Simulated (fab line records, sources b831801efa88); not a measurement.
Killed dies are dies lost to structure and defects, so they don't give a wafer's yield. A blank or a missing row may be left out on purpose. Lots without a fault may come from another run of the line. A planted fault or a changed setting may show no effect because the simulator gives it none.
Which tool did it? | flow gf180mcu | 7 lots, 21 wafers sampled, at 2 steps of a route of 602

WHAT THE GAUGES READ, wafer by wafer
GF_M1_THK_MEAS_06: measures by xrf.
lot  | measured     | on            | M1_ALCU_THK (nm)
L849 | day 16 21:43 | film_metro-03 | 450 441 445
L850 | day 17 10:29 | film_metro-03 | 447 445 443
L854 | day 18 13:38 | film_metro-03 | 447 448 446
L856 | day 19 03:50 | film_metro-03 | 448 458 446
L864 | day 22 02:37 | film_metro-02 | 461 468 461 460 469 459
L866 | day 22 10:56 | film_metro-03 | 448 452 451
L870 | day 23 19:25 | film_metro-02 | 445 457 453

WHICH TOOL RAN EACH LOT (tool, then ch and the chambers of the sampled wafers, then the start)
lot  | GF_M1_SPUTTER_02
L849 | pvd_sputter-01, day 16 21:31
L850 | pvd_sputter-01, day 17 10:16
L854 | pvd_sputter-02, day 18 13:26
L856 | pvd_sputter-02, day 19 03:36
L864 | pvd_sputter-02, day 21 21:54
L866 | pvd_sputter-01, day 22 10:44
L870 | pvd_sputter-04, day 23 19:13
- GF_M1_SPUTTER_02: material AlCu, target thk 450 nm, time 23.9 s.

THE ANSWER, worked out from the rows above alone
Rule: what is usual is taken from the lots themselves. Put in order of their means at a reading, lots are off if they are a third of the lots or fewer, leave a main group of 4 or more, and stand apart from it by a gap of 3 or more times the standard deviation of the main group's means; of several such gaps the widest counts. A main group whose means are all the same, to the digits that the tables above print for the reading, isn't used. A lot without any number at a reading at which 4 lots or more have one is off too. The other lots that the step has rows for count as sound.
Off: L864, at GF_M1_THK_MEAS_06 (M1_ALCU_THK). The main group: mean 448 nm, standard deviation 2.7.
A tool fits if, at a process step before that reading, it ran every lot that is off, and no sound lot after the first of them. The gauges at GF_M1_THK_MEAS_06 are tried like those tools. One fits: pvd_sputter-02 at GF_M1_SPUTTER_02. Its last sound lot is L856 (day 19 03:36), its first lot that is off L864 (day 21 21:54): a fault that began between those two fits.

WHAT THE SIMULATOR HAD PUT IN
Process parameter drift: pvd_sputter-02, from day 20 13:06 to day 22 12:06, at GF_M1_SPUTTER_02. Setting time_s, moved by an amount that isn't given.
Lots struck among those shown: L864. The rule above found the same.
